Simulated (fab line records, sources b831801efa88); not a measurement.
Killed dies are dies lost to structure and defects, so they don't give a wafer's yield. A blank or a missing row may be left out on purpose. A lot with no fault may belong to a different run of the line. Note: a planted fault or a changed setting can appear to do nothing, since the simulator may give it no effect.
Problem report, 8D (eight disciplines) form, completed by code ; flow gf180mcu ; the parts of the form that need people (team, actions taken, sign-off) are left out

## 1. WHAT IS WRONG
Mean NWELL_RS at GF_VT_IMPLANT_RS_MEAS_47: 495.8 ohm/sq over 6 wafers in 2 lots; fault-free wafers: 488.2 ohm/sq, standard deviation 1.3. Measured from the usual mean, that is +5.8 standard deviations.
The step: measures by four-point-probe.
First seen on wafer L962.1, day 9 07:12, on filmMetro-01. The record holds 39 wafers of 13 lots with a number at this step. The rule behind "out" and "out of limits": a value lying over 4 standard deviations away from the usual mean. The other wafers with a number count as sound.

## 2. WHAT THIS IS AND IS NOT
question;is;is not
which readings at this step;NWELL_RS;-
which lots;L962, L964;L956, L958, L959, L960, L971, L973, L974, L976, L977, L978, L979
which wafers of those lots;all that have a number;-
read on which gauges;filmMetro-01, filmMetro-03;filmMetro-04
when;from day 9 07:12;"up to then (12 sound wafers); but 21 sound wafers of L971, L973, L974, L976, L977, L978, L979 came after"

## 3. THE SUSPECTS, EACH WITH WHAT RULES IT OUT
Counting: a tool stays on the suspect list if, at a process step up to the reading, it processed all lots that are out and no sound lot following the first of them.
- the gauge at GF_VT_IMPLANT_RS_MEAS_47: ruled out. The wafers that are out were read on 2 gauges (filmMetro-01, filmMetro-03).
- implanter-02 at GF_NWELL_IMPLANT_09: kept. All lots that are out passed through it, beginning with L962 at day 4 18:56, and no sound lot followed; its final sound lot before that point was L960 at day 4 04:14. On those wafers its own readings are out: doseIonsCm2.
Remaining after the count: implanter-02 at GF_NWELL_IMPLANT_09.

## 4. THE CAUSE (what the simulator had put in)
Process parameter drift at GF_NWELL_IMPLANT_09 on implanter-02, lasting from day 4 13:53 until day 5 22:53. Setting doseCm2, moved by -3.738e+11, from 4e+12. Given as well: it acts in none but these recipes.
Counting left only this tool.

## 5. THE CHAIN OF EFFECTS, in route order
Rows list readings where the struck wafers' mean (over those with a number) sits beyond 3 standard deviations from the usual. Readings are gone through only where the record gives a usual standard deviation; hours: the median, over the lots, of the time from a lot's start at the first step in this table giving one to that lot's start at this step; sigmas: the change measured in usual standard deviations.
hours;step;reading;usual;on struck wafers;change;sigmas
0;GF_NWELL_IMPLANT_09;doseIonsCm2;3.999e+12;3.622e+12;-3.765e+11;-92
0;GF_NWELL_IMPLANT_09;faradayCurrentUA;22.6;20.6;-2.0;-4.8
111;GF_VT_IMPLANT_RS_MEAS_47;NWELL_RS;488.2 ohm/sq;495.8;+7.6;+5.8
Its process steps:
- GF_NWELL_IMPLANT_09
Later measuring or inspecting steps at which every struck wafer that the step has a row for has a number for every such reading, and none has moved that far: GF_V2_THK_MEAS_03, GF_V2_BOW_MEAS_05.

## 6. HOW IT WOULD HAVE BEEN CAUGHT EARLIER
The first out-of-limits reading at a measuring or inspecting step in this record came at day 9 07:12, 113 hours after the fault's start at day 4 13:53.
The tool's own readings at GF_NWELL_IMPLANT_09 were out on every struck wafer that the step has a row for (doseIonsCm2): an alarm limit on them would have fired on the first of those.
The start of GF_NWELL_IMPLANT_09 on implanter-02 came by day 9 07:12 for every one of the lots that are out (2). A hold on the tool at that time would have spared none of them.
